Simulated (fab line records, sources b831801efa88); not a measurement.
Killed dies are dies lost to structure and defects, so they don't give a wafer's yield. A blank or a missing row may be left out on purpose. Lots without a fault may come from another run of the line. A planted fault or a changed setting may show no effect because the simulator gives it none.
One fault seen from 2 desks | flow sfq_line | each desk has only its own numbers; what lay behind them comes last

THE METROLOGY DESK
What the gauges read, lot by lot, whatever tool the lot ran on: means of the sampled wafers that have a number. A lot is out of limits, marked OUT, if its mean lies more than 4 standard deviations from the usual mean; the brackets give that distance.
Columns: A = I5_OVL at SFQ_I5_OVL_MEAS_936, usual -1 nm
lot  | first seen here | A
L999 | day 66 01:40    | -5
L100 | day 66 07:56    | -2
L102 | day 67 03:55    | -5
L103 | day 67 07:31    | -4
L104 | day 67 20:54    | -7
L105 | day 67 22:06    | -5
L106 | day 71 17:16    | 3
L108 | day 72 22:00    | -5
L111 | day 73 06:23    | 6
L114 | day 73 16:08    | 3
L115 | day 73 18:31    | -11
L117 | day 73 22:07    | -1
L118 | day 74 00:31    | 1
L119 | day 74 02:55    | -1
L120 | day 74 06:38    | -1
This desk's finding: nothing out of limits on any of the 15 lots.

THE TOOL OWNER'S DESK: rie_metal-04
The tool's own readings at SFQ_TRILAYER_M6_STRIP_STRIP_163 (strips in O2): means of the sampled wafers that have a number, for each lot that ran on this tool. A lot is out of limits, marked OUT, if its mean lies more than 4 standard deviations from the usual mean; the brackets give that distance.
Columns: A = drypump_motor_current_A at SFQ_TRILAYER_M6_STRIP_STRIP_163, usual 5.9 A; B = oes_product_au at SFQ_TRILAYER_M6_STRIP_STRIP_163, usual 1.002 a.u.
lot  | first seen here | A   | B
L999 | day 74 20:23    | 6.0 | 1.003
L102 | day 75 06:06    | 6.2 | 0.996
L105 | day 75 10:54    | 6.2 | 0.995
L106 | day 77 00:25    | 5.7 | 1.010
L108 | day 78 05:04    | 5.8 | 1.017
L111 | day 78 08:48    | 6.0 | 1.012
L114 | day 78 12:36    | 5.9 | 1.004
This desk's finding: nothing out of limits on any of the 7 lots.

PUT TOGETHER
The metrology desk saw nothing out of limits.
The tool owner's desk saw nothing out of limits.

WHAT THE SIMULATOR HAD PUT IN
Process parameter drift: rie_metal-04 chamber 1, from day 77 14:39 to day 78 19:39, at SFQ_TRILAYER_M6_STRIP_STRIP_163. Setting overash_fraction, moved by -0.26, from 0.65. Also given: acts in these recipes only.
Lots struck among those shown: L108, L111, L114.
